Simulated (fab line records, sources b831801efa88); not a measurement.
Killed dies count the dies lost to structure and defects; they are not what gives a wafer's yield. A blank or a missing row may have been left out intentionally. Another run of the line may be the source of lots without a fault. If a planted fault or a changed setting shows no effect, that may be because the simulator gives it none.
Which tool is to blame? | flow gf180mcu | Sampling: 14 lots, 42 wafers, 4 of 602 route steps

## WHAT EACH GAUGE READ, for each wafer
GF_V1_THK_MEAS_01.
lot  | measured     | on            | V1_CVD_00_THK (nm)
L112 | day 17 02:13 | film metro-01 | 590 587 600
L115 | day 18 12:27 | film metro-01 | 604 600 595
L116 | day 18 20:38 | film metro-03 | 597 596 592
L117 | day 19 07:42 | film metro-02 | 606 598 603
L119 | day 20 00:18 | film metro-03 | 600 609 593
L120 | day 20 04:01 | film metro-03 | 598 600
L123 | day 21 06:23 | film metro-02 | 605 597
L122 | day 21 08:02 | film metro-01 | 591
L127 | day 22 21:37 | film metro-03 | 609 615 601
L130 | day 24 02:19 | film metro-01 | 596 610 608
L131 | day 24 14:32 | film metro-01 | 599 601 595
L133 | day 24 18:55 | film metro-01 | 597 595 601
L134 | day 25 08:41 | film metro-02 | 589 590 593
L135 | day 25 18:08 | film metro-02 | 606 599 604

## TOOL THAT RAN EACH LOT (tool first, then ch and the chambers of the sampled wafers, then the start)
lot  | GF_CONTACT_SPUTTER_23        | GF_CONTACT_CVD_24             | GF_CONTACT_CMP_27
L112 | pvd sputter-03, day 16 01:53 | cvd w-01 ch 0,1, day 16 01:55 | cmp-01 ch 1,2, day 16 02:12
L115 | pvd sputter-03, day 17 10:33 | cvd w-02 ch 0,1, day 17 10:36 | cmp-01 ch 0,1,2, day 17 11:00
L116 | pvd sputter-02, day 17 19:08 | cvd w-02 ch 0,1, day 17 19:11 | cmp-01 ch 1,2,3, day 17 19:34
L117 | pvd sputter-03, day 18 05:27 | cvd w-02 ch 1, day 18 05:29   | cmp-01 ch 0,2, day 18 05:53
L119 | pvd sputter-01, day 18 22:02 | cvd w-02 ch 0,1, day 18 22:05 | cmp-01 ch 1,2,3, day 18 22:22
L120 | pvd sputter-02, day 19 02:20 | cvd w-02 ch 0,1, day 19 02:24 | cmp-01 ch 0,2,3, day 19 02:48
L123 | pvd sputter-02, day 20 04:46 | cvd w-01 ch 0,1, day 20 04:48 | cmp-01 ch 0,1,3, day 20 05:05
L122 | pvd sputter-02, day 20 06:23 | cvd w-01 ch 0,1, day 20 06:26 | cmp-01 ch 1,2,3, day 20 06:43
L127 | pvd sputter-01, day 21 21:00 | cvd w-02 ch 0,1, day 21 21:02 | cmp-02 ch 0,1,2, day 21 21:25
L130 | pvd sputter-01, day 23 02:20 | cvd w-02 ch 0,1, day 23 02:24 | cmp-01 ch 1,2, day 23 02:42
L131 | pvd sputter-02, day 23 13:23 | cvd w-02 ch 0,1, day 23 13:25 | cmp-01 ch 0,2,3, day 23 14:16
L133 | pvd sputter-02, day 23 19:09 | cvd w-02 ch 1, day 23 19:11   | cmp-01 ch 0,1, day 23 19:31
L134 | pvd sputter-01, day 24 08:56 | cvd w-01 ch 0,1, day 24 08:58 | cmp-01 ch 0,1,3, day 24 09:15
L135 | pvd sputter-03, day 24 18:55 | cvd w-02 ch 0,1, day 24 18:58 | cmp-01 ch 0,1,3, day 24 19:24
- GF_CONTACT_SPUTTER_23: material TiN, target thk 10 nm, time 40 s.
- GF_CONTACT_CVD_24: deposits W, target thk 300 nm, time 90.339 s.
- GF_CONTACT_CMP_27: polishes, stops on SiO2, t overpolish 15 s, target thk 0 nm.

## WHAT THE TOOLS THEMSELVES READ (means of the sampled wafers that have a number; where no wafer has one, the mark that the record gives instead)
GF_CONTACT_SPUTTER_23.
lot  | tool           | throttle valve pct (%)
L112 | pvd sputter-03 | 30.3
L115 | pvd sputter-03 | 29.5
L116 | pvd sputter-02 | 31.7
L117 | pvd sputter-03 | 29.4
L119 | pvd sputter-01 | 31.1
L120 | pvd sputter-02 | 31.7
L123 | pvd sputter-02 | 31.6
L122 | pvd sputter-02 | 31.7
L127 | pvd sputter-01 | 30.8
L130 | pvd sputter-01 | 30.5
L131 | pvd sputter-02 | 31.9
L133 | pvd sputter-02 | 32.0
L134 | pvd sputter-01 | 31.1
L135 | pvd sputter-03 | 29.3

GF_CONTACT_CVD_24.
lot  | tool     | heater power w (W)
L112 | cvd w-01 | 867
L115 | cvd w-02 | 948
L116 | cvd w-02 | 1047
L117 | cvd w-02 | 857
L119 | cvd w-02 | 1042
L120 | cvd w-02 | 1032
L123 | cvd w-01 | 824
L122 | cvd w-01 | 834
L127 | cvd w-02 | 978
L130 | cvd w-02 | 1058
L131 | cvd w-02 | 1049
L133 | cvd w-02 | 872
L134 | cvd w-01 | 845
L135 | cvd w-02 | 1070

GF_CONTACT_CMP_27.
lot  | tool   | motor current A (A) | overpolish run s (s) | time to endpoint s (s)
L112 | cmp-01 | 10.8                | 14.994               | 75.8
L115 | cmp-01 | 11.0                | 15.005               | 78.4
L116 | cmp-01 | 11.5                | 14.998               | 77.1
L117 | cmp-01 | 11.2                | 14.999               | 73.7
L119 | cmp-01 | 11.5                | 14.990               | 76.0
L120 | cmp-01 | 11.4                | 10.002               | 88.2
L123 | cmp-01 | 10.9                | 10.018               | 87.0
L122 | cmp-01 | 11.6                | 5.028                | 98.3
L127 | cmp-02 | 11.4                | 14.999               | 75.9
L130 | cmp-01 | 11.2                | 14.994               | 71.2
L131 | cmp-01 | 11.2                | 14.997               | 74.2
L133 | cmp-01 | 10.8                | 14.998               | 72.3
L134 | cmp-01 | 11.2                | 15.007               | 71.6
L135 | cmp-01 | 11.1                | 14.993               | 75.6

## THE ANSWER, worked out from the rows above alone
Rule: usual is defined by the lots themselves. Put in order of their means at a reading, lots are off if they are a third of the lots or fewer, leave a main group of 4 or more, and stand apart from it by a gap of 3 or more times the standard deviation of the main group's means; of several such gaps the widest counts. The tables above print the reading to a certain number of digits; a main group whose means all agree to those digits is not used. Also off: a lot with no number at a reading for which 4 or more lots have one. Where the step has rows for the other lots, those lots are counted as sound. The gauges are gone through in route order, then the tools' own readings, and for those a lot's mean is taken as printed above. The first step at which some lot is off is used, and at that step the reading that is off furthest; a lot without a number counts as furthest.
Off: L120, L123, L122, at GF_CONTACT_CMP_27 (overpolish run s). Mean 14.998 s and standard deviation 0.0048 in the main group.
A tool fits if, at that step or a process step before it, it ran every lot that is off, and no sound lot after the first of them. No candidate that was tried fits.

## WHAT THE SIMULATOR HAD PUT IN
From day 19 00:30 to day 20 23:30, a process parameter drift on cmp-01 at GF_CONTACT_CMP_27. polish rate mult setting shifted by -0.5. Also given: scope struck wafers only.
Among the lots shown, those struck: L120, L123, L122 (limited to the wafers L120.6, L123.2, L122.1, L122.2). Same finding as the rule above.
